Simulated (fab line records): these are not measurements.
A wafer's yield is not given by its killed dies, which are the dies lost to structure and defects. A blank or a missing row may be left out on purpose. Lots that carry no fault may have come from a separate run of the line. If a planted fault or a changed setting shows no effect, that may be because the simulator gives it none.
One fault seen from 2 desks -- flow sfq-line -- each desk holds nothing but its own numbers, with what lay behind them at the end

## TOOL OWNER'S DESK, rie-metal-03
The tool's own readings at SFQ_TRILAYER_M0_BARC_OPEN_METAL_ETCH_031 (etches BARC in O2, target depth 125 nm, time 41.7 s): means of the sampled wafers that have a number, for each lot that ran on this tool. A lot is out of limits, marked OUT, if its mean lies more than 4 standard deviations from the usual mean; the brackets give that distance.
Columns: A = drypump-motor-current-A at SFQ_TRILAYER_M0_BARC_OPEN_METAL_ETCH_031, usual 5.9 A; B = oes-product-au at SFQ_TRILAYER_M0_BARC_OPEN_METAL_ETCH_031, usual 0.685 a.u.
lot,first seen here,A,B
L551,day 15 05:13,6.0,0.685
L560,day 18 00:33,6.1,0.682
L561,day 18 08:57,6.0,0.681
Finding of this desk: none of the 3 lots has anything out of limits.

## METROLOGY DESK
What the gauges read for every lot (on any tool): the sampled wafers with a number, averaged. A lot is out of limits, marked OUT, if its mean lies more than 4 standard deviations from the usual mean; the brackets give that distance.
Columns: A = M0_NB_RS at SFQ_M0_RS_MEAS_904, usual 0.887 ohm/sq; B = M0_OVL at SFQ_M0_OVL_MEAS_906, usual 3 nm
lot,first seen here,A,B
L551,day 10 08:53,0.876,9
L557,day 11 19:04,0.884,-2
L560,day 12 15:38,0.898,-2
L561,day 13 01:04,0.892,1
L563,day 13 22:53,0.880,8
L567,day 15 00:11,0.890,4
Finding of this desk: none of the 6 lots has anything out of limits.

## TAKEN TOGETHER
The tool owner's desk saw nothing out of limits.
Metrology desk: nothing out of limits seen.

## WHAT WAS PUT IN BY THE SIMULATOR
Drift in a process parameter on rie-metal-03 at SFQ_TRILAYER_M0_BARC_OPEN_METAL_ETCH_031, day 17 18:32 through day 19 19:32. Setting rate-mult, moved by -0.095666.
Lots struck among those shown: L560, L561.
